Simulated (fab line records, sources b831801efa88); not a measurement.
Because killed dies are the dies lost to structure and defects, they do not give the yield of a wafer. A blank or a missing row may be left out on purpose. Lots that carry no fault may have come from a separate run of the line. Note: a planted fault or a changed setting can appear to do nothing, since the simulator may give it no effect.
fab line records	flow gf180mcu
record lots=13	wafers=39	last-day=34
route steps=602 shown HV_LDD@232
lots that met no fault: taken from a fault-free run of the same line
start-h: the number of hours between the record's first day and the start of the first shown wafer of the lot	wait-h: time in hours since the lot's previous step	" unchanged from the row above	L1.1+2: a row that stands for several wafers	- no value, or no start was given	* or withheld: withheld	< > ~ a bound
route shown NAME@n: names a module that has steps shown in the file, with the first one's number in the route	usual: mean and standard deviation over wafers with no fault	same: alike in all rows	chamber/n: place in a boat	sites: per-site readings	_std_site: the values' standard deviation	_edge_site: mean of outer sites minus mean of inner sites	radius-mm: how far each site lies from the wafer's centre	mask NAME#n: copy n	behind: the tool/chamber that last shaped the wafer	hold: what put the lot on hold/how long, in hours/how the hold closed	device: whichever transistor did not switch (one of n, p or np)	end of line: tests of these same wafers at the route's end	a step given without rows: its recipe and nothing more	killed: the dies lost at the first sort to structure and to defects; this is not the yield of the wafer	map: a wafer's dies, x killed, . not, _ none there
set.NAME: the setting as run; set.NAME@STEP: as run at that earlier step	model.NAME: the simulator's own value behind a step, which no gauge read
the route's steps for a sample of lots (tables are steps, rows are wafers)
services: from which hour (start-h, from the record's first day; less than 0 if before it) a tool's chamber was out of use, for how many hours, and why
## steps
# step GF_HV_LDD_CVD_56
# recipe material=Si3N4	precursor=DCS/NH3	target-thk-nm=90	temp-c=770	time-s=1543	pressure-mtorr=250
# usual spike-tc-centre-C=771.4/1.5	spike-tc-upper-C=769.5/1.2	zone-power-centre-pct=14.3/0.46	zone-power-upper-pct=13.3/0.87
lot.wafer	tool	chamber	start-h	wait-h	spike-tc-centre-C	spike-tc-upper-C	zone-power-centre-pct	zone-power-upper-pct
L199.1	lpcvd-02	1	282.10	0.1	774.5	769.8	14.0	13.6
L199.3	"	1	"	"	773.3	769.4	13.9	13.5
L199.4	"	1	"	"	774.2	770.3	14.2	13.5
L200.2	lpcvd-01	1	285.05	0.0	771.2	769.3	14.9	12.4
L200.3	"	1	"	"	769.2	770.5	14.9	12.4
L200.6	"	1	"	"	771.6	768.6	14.8	12.1
L202.1	lpcvd-02	1	301.84	0.1	773.8	770.1	14.1	13.5
L202.3	"	1	"	"	770.2	769.7	14.2	13.4
L202.5	"	1	"	"	772.2	771.8	14.1	13.7
L203.3	lpcvd-01	0	314.10	0.0	772.4	771.1	13.7	12.9
L203.4	"	0	"	"	774.4	767.8	13.6	13.3
L203.5	"	0	"	"	773.5	769.1	13.8	13.2
L204.1	lpcvd-01	1	322.80	0.1	771.5	770.5	14.8	12.3
L204.2	"	1	"	"	771.5	770.0	14.6	12.2
L204.4	"	1	"	"	771.4	768.5	14.8	12.4
L206.3	lpcvd-01	0	343.95	0.0	769.9	771.4	13.6	13.0
L206.4	"	0	"	"	772.0	767.8	13.7	13.3
L206.5	"	0	"	"	770.2	769.2	13.6	13.3
L207.1	lpcvd-02	1	348.79	0.1	772.2	767.7	14.1	13.5
L207.4	"	1	"	"	773.0	767.0	14.0	13.6
L207.5	"	1	"	"	773.4	768.0	14.1	13.6
L208.3	lpcvd-01	1	355.65	0.0	771.2	771.1	14.9	12.2
L208.5	"	1	"	"	770.6	771.8	14.9	12.2
L208.6	"	1	"	"	770.8	770.7	14.7	12.2
L210.2	lpcvd-01	0	375.35	0.0	775.5	737.4	17.9	3.6
L210.5	"	0	"	"	775.6	736.0	18.1	3.6
L210.6	"	0	"	"	775.9	736.5	18.3	3.6
L212.2	lpcvd-02	1	392.19	0.0	774.2	769.2	13.9	13.4
L212.5	"	1	"	"	773.1	768.1	13.9	13.7
L212.6	"	1	"	"	772.4	767.6	14.1	13.4
L213.3	lpcvd-02	1	399.23	0.7	773.0	768.3	14.0	13.5
L213.4	"	1	"	"	772.9	768.8	14.0	13.7
L213.6	"	1	"	"	772.6	768.6	14.3	13.6
L220.1	lpcvd-02	0	465.92	1.0	770.2	767.4	15.0	14.9
L220.2	"	0	"	"	769.6	768.9	14.6	14.9
L220.5	"	0	"	"	769.1	769.2	15.0	14.8
L221.1	lpcvd-01	0	466.48	0.1	773.3	769.9	13.7	13.2
L221.4	"	0	"	"	770.7	769.4	14.0	13.4
L221.5	"	0	"	"	771.4	768.5	13.7	13.1
## services
tool	chamber	start-h	hours	kind
lpcvd-02	-	358.56	6.0	pm
lpcvd-02	-	386.12	0.5	repair
lpcvd-02	-	431.28	14.6	pm
## key
first-sign step=GF_HV_LDD_CVD_56	reading=spike-tc-upper-C	direction=down	sigmas=28	usual=769.5	struck=736.6
effect step=GF_HV_LDD_CVD_56	reading=zone-power-upper-pct	direction=down	sigmas=11	usual=13.3	struck=3.6
met-at GF_HV_LDD_CVD_56
struck-lots L210
struck-wafers L210.2,L210.5,L210.6
tester-left-out L210
onset-between 343.95 375.35
fault kind=process-parameter-drift	tool=lpcvd-01	chamber=0	onset-h=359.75	steps=GF_HV_LDD_CVD_56	channel=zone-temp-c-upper	offset=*	shape=step	end-h=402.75
# tester-left-out: of these lots the tester's yield and bins aren't shown, on N5 and GAA mostly nor the transistor test; their killed dies are dies lost to structure and defects alone, not to doping, threshold or leakage, so they don't give the yield
